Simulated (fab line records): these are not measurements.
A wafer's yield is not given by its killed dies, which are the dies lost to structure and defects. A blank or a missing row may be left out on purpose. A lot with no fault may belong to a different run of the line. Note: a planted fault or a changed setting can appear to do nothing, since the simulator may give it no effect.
The tool behind it: which one? + flow gf180mcu + 12 lots with 36 wafers sampled at 4 steps, on a route of 602 steps

## WHAT THE GAUGES SHOWED, per wafer
GF_M5_OVL_MEAS_08.
| lot  | measured     | on         | M5_OVL (nm) |
|------|--------------|------------|-------------|
| L075 | day 26 13:11 | overlay-02 | 11 16 12    |
| L077 | day 27 06:41 | overlay-01 | 1 11 -2     |
| L079 | day 27 22:35 | overlay-01 | 5 5 8       |
| L081 | day 28 16:08 | overlay-01 | 15 15 17    |
| L083 | day 29 05:47 | overlay-02 | -10 0 -2    |
| L085 | day 29 12:30 | overlay-02 | 2 -2 8      |
| L087 | day 30 06:59 | overlay-01 | 3 3 8       |
| L089 | day 30 23:41 | overlay-01 | 7 6 9       |
| L091 | day 31 16:17 | overlay-02 | 0 -1 0      |
| L093 | day 32 07:35 | overlay-02 | 12 14 12    |
| L095 | day 32 13:17 | overlay-01 | 0 -7 -2     |
| L097 | day 33 00:05 | overlay-01 | 1 -2 0      |

## WHICH TOOL RAN EACH LOT (tool, then ch and the chambers of the sampled wafers, then the start)
| lot  | GF_V3_CVD_23                 | GF_M4_SPUTTER_02            | GF_MIM_CVD_05                   |
|------|------------------------------|-----------------------------|---------------------------------|
| L075 | cvdW-02 ch 0,1, day 22 16:26 | pvdSputter-04, day 22 17:09 | pecvd-04 ch 0,1,2, day 24 18:00 |
| L077 | cvdW-01 ch 0,1, day 23 13:50 | pvdSputter-02, day 23 14:33 | pecvd-02 ch 0,2, day 25 13:03   |
| L079 | cvdW-02 ch 0,1, day 24 07:19 | pvdSputter-03, day 24 08:00 | pecvd-03 ch 0,1,2, day 26 06:05 |
| L081 | cvdW-01 ch 0,1, day 25 01:32 | pvdSputter-03, day 25 02:15 | pecvd-03 ch 1,2, day 27 00:05   |
| L083 | cvdW-02 ch 0,1, day 25 17:47 | pvdSputter-04, day 25 18:31 | pecvd-03 ch 0,2, day 27 14:54   |
| L085 | cvdW-02 ch 0,1, day 26 00:41 | pvdSputter-02, day 26 01:22 | pecvd-02 ch 0,1,2, day 27 21:19 |
| L087 | cvdW-01 ch 0,1, day 26 21:38 | pvdSputter-03, day 26 22:23 | pecvd-02 ch 0,2, day 28 16:44   |
| L089 | cvdW-01 ch 0,1, day 27 15:35 | pvdSputter-03, day 27 16:19 | pecvd-03 ch 0,1, day 29 10:10   |
| L091 | cvdW-01 ch 0,1, day 28 10:35 | pvdSputter-03, day 28 11:19 | pecvd-02 ch 0,1,2, day 30 04:24 |
| L093 | cvdW-02 ch 0,1, day 29 04:53 | pvdSputter-03, day 29 05:37 | pecvd-02 ch 0,2, day 30 21:41   |
| L095 | cvdW-02 ch 0,1, day 29 10:31 | pvdSputter-02, day 29 11:14 | pecvd-03 ch 0,1, day 31 02:50   |
| L097 | cvdW-01 ch 0,1, day 29 22:07 | pvdSputter-04, day 29 22:50 | pecvd-02 ch 0,1, day 31 14:17   |
- GF_V3_CVD_23: deposits W, target thk 350 nm, time 104.9 s.
- GF_M4_SPUTTER_02: material AlCu, target thk 450 nm, time 23.9 s.
- GF_MIM_CVD_05: deposits Si3N4, target thk 42 nm, time 29.086 s.

## THE ANSWER, worked out from the rows above alone
Rule: the usual values come from the lots themselves. The widest of any qualifying gaps counts: lots, ordered by their means at a reading, are off when they make up no more than a third of the lots, leave a main group of 4 or more, and stand apart from it by 3 or more times the standard deviation of that group's means. The tables above print the reading to a certain number of digits; a main group whose means all agree to those digits is not used. Also off: a lot with no number at a reading for which 4 or more lots have one. All remaining lots with rows at the step are treated as sound.
No lot is off on any of the readings shown, so nothing can be concluded from this.

## WHAT THE SIMULATOR HAD INSERTED
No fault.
